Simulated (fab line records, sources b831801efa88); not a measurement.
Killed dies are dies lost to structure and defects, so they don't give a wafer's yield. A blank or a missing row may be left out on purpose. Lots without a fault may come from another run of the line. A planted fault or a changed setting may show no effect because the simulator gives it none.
One fault seen from 2 desks | flow gf180mcu | each desk has only its own numbers; what lay behind them comes last

THE METROLOGY DESK
What the gauges read, lot by lot, whatever tool the lot ran on: means of the sampled wafers that have a number. A lot is out of limits, marked OUT, if its mean lies more than 4 standard deviations from the usual mean; the brackets give that distance.
Columns: A = HV_LDD_01_OVL at GF_HV_LDD_OVL_MEAS_20, usual -0.9 nm; B = HV_LDD_02_OVL at GF_HV_LDD_OVL_MEAS_32, usual -0.2 nm
lot  | first seen here | A    | B
L807 | day 10 19:13    | -1.7 | 1.0
L808 | day 11 01:44    | -1.2 | 1.0
L809 | day 11 05:02    | 0.0  | -1.2
L811 | day 12 05:55    | -0.8 | 0.3
L812 | day 12 06:02    | -0.5 | 1.2
L815 | day 13 06:01    | -2.6 | -1.7
L823 | day 16 04:57    | 1.8  | 1.1
L825 | day 16 08:56    | 0.1  | 1.1
L826 | day 16 23:35    | -0.7 | -0.7
L827 | day 17 08:19    | -0.8 | 0.4
L828 | day 17 11:10    | -2.3 | 1.1
L829 | day 17 16:14    | -0.8 | 0.0
L830 | day 18 03:42    | -2.3 | -2.8
This desk's finding: nothing out of limits on any of the 13 lots.

THE TOOL OWNER'S DESK: plasma_asher-03
The tool's own readings at GF_PSD_STRIP_10 (strips in O2/N2): means of the sampled wafers that have a number, for each lot that ran on this tool. A lot is out of limits, marked OUT, if its mean lies more than 4 standard deviations from the usual mean; the brackets give that distance.
Columns: A = drypump_motor_current_A at GF_PSD_STRIP_10, usual 5.7 A; B = heater_power_w at GF_PSD_STRIP_10, usual 296 W; C = oes_product_au at GF_PSD_STRIP_10, usual 0.592 a.u.; D = strip_time_to_endpoint_s at GF_PSD_STRIP_10, usual 16.54 s
lot  | first seen here | A   | B   | C               | D
L809 | day 14 15:43    | 5.9 | 299 | 0.592           | 16.54
L812 | day 15 21:46    | 6.0 | 301 | 0.588           | 16.58
L815 | day 16 23:22    | 6.0 | 286 | 0.767 (+39) OUT | -
L823 | day 20 09:22    | 6.0 | 299 | 0.591           | 16.51
L825 | day 20 14:53    | 6.0 | 279 | 0.592           | 16.56
L826 | day 21 04:15    | 6.0 | 301 | 0.593           | 16.55
L827 | day 21 12:04    | 6.0 | 289 | 0.589           | 16.57
L829 | day 21 22:04    | 6.0 | 301 | 0.593           | 16.54
This desk's finding: out of limits on L815; first on L815, day 16 23:22 (oes_product_au at GF_PSD_STRIP_10). In limits: L809, L812, L823, L825, L826, L827, L829.

PUT TOGETHER
The tool owner's desk could have raised an alarm at day 16 23:22, on L815.
The metrology desk saw nothing out of limits.
The metrology desk has L815 on record, within its limits.
Of the lots named, all ran GF_PSD_STRIP_10 on plasma_asher-03.

WHAT THE SIMULATOR HAD PUT IN
Strip aborted: plasma_asher-03, from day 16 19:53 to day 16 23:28, at GF_PSD_STRIP_10. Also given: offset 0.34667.
Lots struck among those shown: L815.
Hours from the fault's start to each desk's first reading out of limits: the tool owner's desk, 3.
